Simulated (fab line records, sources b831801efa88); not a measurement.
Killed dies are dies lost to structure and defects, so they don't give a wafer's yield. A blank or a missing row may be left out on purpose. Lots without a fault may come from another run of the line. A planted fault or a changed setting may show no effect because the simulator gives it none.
A struck lot beside a sound one | flow gf180mcu | 14 steps out of a route of 602
Sound: wafers L224.3, L224.4, L224.6. Struck: wafers L221.2, L221.3, L221.5. The cause comes at the end.
At each step with rows: each side's tool, then ch and its chambers, then its first start. Under that, the readings that differ: sound wafers | struck wafers | difference of the means | sigmas: that difference in standard deviations of wafers without a fault.
alike: readings whose means differ by less than 2 such deviations, and words and numbers that are the same on both sides. not compared: withheld readings, readings that some wafer has no value for, bounds like >300 that may hide the same value, and numbers for which the record gives no deviation and whose values overlap.
The two part at a step that has a row with sigmas, a row that says differs or no value, or rows on one side only. Numbers that don't overlap but have no deviation are shown without sigmas and don't part them. A reading that every wafer of one side lacks parts them only if that side has two wafers or more.

first, 4 steps without rows for these wafers: GF_V1_SOFTBAKE_10 (time 60 s); GF_V1_EXPOSE_11 (exposes mask Via1, target cd 260 nm); GF_V1_PEB_12 (peb time 90 s); GF_V1_DEVELOP_13 (develop time 60 s).
GF_V1_CD_MEAS_14: target cd 260 nm.
  sound on cd_sem-01, day 25 08:55; struck on cd_sem-01, day 24 10:08
  alike: cd_nm
GF_V1_OVL_MEAS_15:
  sound on overlay-01, day 25 09:00; struck on overlay-02, day 24 10:14
  alike: V1_OVL
GF_V1_ETCH_16: etches BARC in N2/H2.
  sound on rie_diel-03 ch 0,3, day 25 09:01; struck on rie_diel-03 ch 0,1,2, day 24 10:16
  alike: drypump_motor_current_A, oes_product_au, throttle_valve_pct
GF_V1_ETCH_17: etches SiO2 in C4F8/O2/Ar, stops on TiN, target depth 630 nm.
  sound on rie_diel-03 ch 0,3; struck on rie_diel-03 ch 0,1,2
  alike: oes_product_au
GF_V1_STRIP_18: strips in O2/N2.
  sound on plasma_asher-04 ch 0,1, day 25 09:11; struck on plasma_asher-03 ch 0, day 24 10:24
  reading                     | sound          | struck         | difference | sigmas
  drypump_motor_current_A (A) | 6.45 6.08 6.05 | 5.43 5.45 5.43 | -0.76      | -3
  heater_power_w (W)          | 337 295 295    | 376 377 377    | +68        | +3
  alike: oes_product_au
  not compared: rf_hours_counter_h
then, 2 steps without rows for these wafers: GF_V1_STRIP_19 (strips in post etch residue remover, time 1200 s); GF_V1_CLEAN_20 (cleans in DIW).
GF_V1_SPUTTER_21: material Ti, target thk 15 nm, time 80.02 s.
  sound on pvd_sputter-01, day 25 09:41; struck on pvd_sputter-03, day 24 10:58
  alike: cathode_dc_power_W, chamber_pressure_pa, throttle_valve_pct
GF_V1_SPUTTER_22: material TiN, target thk 10 nm, time 40 s.
  sound on pvd_sputter-01, day 25 09:45; struck on pvd_sputter-03, day 24 11:02
  no value came back on the struck wafers for cathode_dc_power_W (W), chamber_pressure_pa (Pa), throttle_valve_pct (%), time_s (s); on the sound wafers cathode_dc_power_W (W) reads 3999.2 3999.6 4000.0
GF_V1_CVD_23: deposits W, target thk 350 nm, time 105.05 s.
  sound on cvd_w-01 ch 0,1, day 25 09:49; struck on cvd_w-02 ch 0,1, day 24 11:04
  alike: heater_power_outer_w, heater_power_w

WHERE THEY PART
First at GF_V1_STRIP_18; last, within this record, at GF_V1_SPUTTER_22. Later steps at which nothing parts them and some readings are alike: GF_V1_CVD_23.

WHY: what the simulator had put in
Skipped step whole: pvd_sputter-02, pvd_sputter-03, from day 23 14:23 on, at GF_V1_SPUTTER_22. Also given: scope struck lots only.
